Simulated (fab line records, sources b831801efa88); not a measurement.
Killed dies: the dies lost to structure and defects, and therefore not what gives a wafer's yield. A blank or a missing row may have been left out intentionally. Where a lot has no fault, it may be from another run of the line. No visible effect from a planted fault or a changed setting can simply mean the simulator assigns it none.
A lot that was struck, set against a sound lot ; flow sky130 ; 16 out of 708 route steps
Sound: these wafers, L275.1, L275.4, L275.6. Wafers struck: L281.3, L281.5, L281.6. Last of all comes the cause.
At each step with rows: each side's tool, then ch and its chambers, then its first start. Under that, the readings that differ: sound wafers ; struck wafers ; difference of the means ; sigmas: that difference in standard deviations of wafers without a fault.
alike: readings with means less than 2 such deviations apart, plus words and numbers identical on both sides. not compared: withheld readings, readings lacking a value on some wafer, bounds such as >300 that could conceal the same value, and numbers that have no deviation in the record and whose values overlap.
A row with sigmas, a row that says differs or no value, or rows on one side alone: a step with any of these is where the two part. When numbers do not overlap yet have no deviation, they are printed without sigmas and do not part them. Lack of a reading on every wafer of one side parts them only where that side has two or more wafers.

first, 2 steps without rows for these wafers: SKY_VIA2_CLEAN_18 (cleans in IPA, time 180 s); SKY_VIA2_CLEAN_19 (cleans in O3/DIW).
SKY_VIA2_SPUTTER_20: material TiN, target thk 20 nm, time 80 s.
  sound: pvd-sputter-02 at day 38 00:47; struck: pvd-sputter-04 at day 39 23:32
  alike: throttle-valve-pct
then, 1 step without rows for these wafers: SKY_VIA2_CVD_21 (deposits W, target thk 420 nm, time 126.4 s).
SKY_VIA2_RS_MEAS_22: uses a four-point probe to measure.
  sound: film-metro-01 at day 38 00:59; struck: film-metro-04 at day 39 23:46
  alike: VIA2_W_RS
SKY_VIA2_THK_MEAS_23: measures by xrf.
  sound: film-metro-01 at day 38 01:06; struck: film-metro-04 at day 39 23:52
  alike: VIA2_W_THK
then, 2 steps without rows for these wafers: SKY_VIA2_CMP_24 (polishes, stops on SiO2, t overpolish 20 s, target thk 0 nm); SKY_METAL3_SPUTTER_00 (material Ti, target thk 15 nm, time 10 s).
SKY_METAL3_SPUTTER_01: material TiN, target thk 20 nm, time 16.7 s.
  sound: pvd-sputter-03 at day 38 01:29; struck: pvd-sputter-02 at day 40 00:13
  alike: throttle-valve-pct
then, 1 step without rows for these wafers: SKY_METAL3_SPUTTER_02 (material AlCu, target thk 735 nm, time 39.1 s).
SKY_METAL3_SPUTTER_03: material Ti, target thk 5 nm, time 3.3 s.
  sound: pvd-sputter-03 at day 38 01:33; struck: pvd-sputter-02 at day 40 00:17
  alike: throttle-valve-pct
SKY_METAL3_SPUTTER_04: material TiN, target thk 70 nm, time 58.3 s.
  sound: pvd-sputter-03 at day 38 01:34; struck: pvd-sputter-02 at day 40 00:18
  alike: throttle-valve-pct
SKY_CAPM_CVD_00: deposits SiO2, target thk 15.5 nm.
  sound on pecvd-02 ch 0,2, day 38 01:37; struck on pecvd-04 ch 0,1, day 40 00:00
  alike: heater-power-outer-w, heater-power-w
SKY_CAPM_THK_MEAS_01:
  sound: film-metro-02 at day 38 01:38; struck: film-metro-04 at day 40 00:35
reading;sound;struck;difference;sigmas
CAPM_CVD_00_THK (nm);15.56 15.67 15.81;31.47 31.25 31.94;+15.87;+72
SKY_CAPM_SPUTTER_02: material TiN, target thk 200 nm, time 166.7 s.
  sound: pvd-sputter-04 at day 38 01:42; struck: pvd-sputter-03 at day 40 00:37
  alike: throttle-valve-pct
-- the record jumps here: 9 days lie between the struck wafers' starts before and after (it left off in module CAPM and takes up again in module PAD_OPEN, whose first step shown is number 708 of the route) --
SKY_PAD_OPEN_PROBE_99:
  sound: prober-01 at day 47 06:26; struck: prober-02 at day 48 17:51
reading;sound;struck;difference;sigmas
model.etest.tester.sort-n-pass;408 417 389;0 0 0;-405;
model.etest.tester.sort_bin_3_pct (%);0.813 0.2033 0.6098;80.69 83.94 83.54;+82.18;
model.etest.tester.sort-yield-pct (%);82.93 84.76 79.06;0 0 0;-82;
model.etest.nfet_01v8_turned.short;0 0 0;1 1 1;+1;
model.etest.nfet_01v8_lvt.short;0 0 0;1 1 1;+1;
model.etest.met2-comb.over-limit;0 0 0;1 1 1;+1;
model.etest.res-ndiff.short;0 0 0;1 1 1;+1;
model.etest.met1.short;0 0 0;1 1 1;+1;
  alike: defect-limited-yield, killed_at_M0_to_M3, killed_at_M4_up, killed-at-contacts, killed-at-front-end, killed-at-other, killed-dies, killed-open, killed-short

WHERE THEY PART
SKY_CAPM_THK_MEAS_01 only, going by this record. Later steps at which nothing parts them and some readings are alike: SKY_CAPM_SPUTTER_02, SKY_PAD_OPEN_PROBE_99.

WHY: what had been put in by the simulator
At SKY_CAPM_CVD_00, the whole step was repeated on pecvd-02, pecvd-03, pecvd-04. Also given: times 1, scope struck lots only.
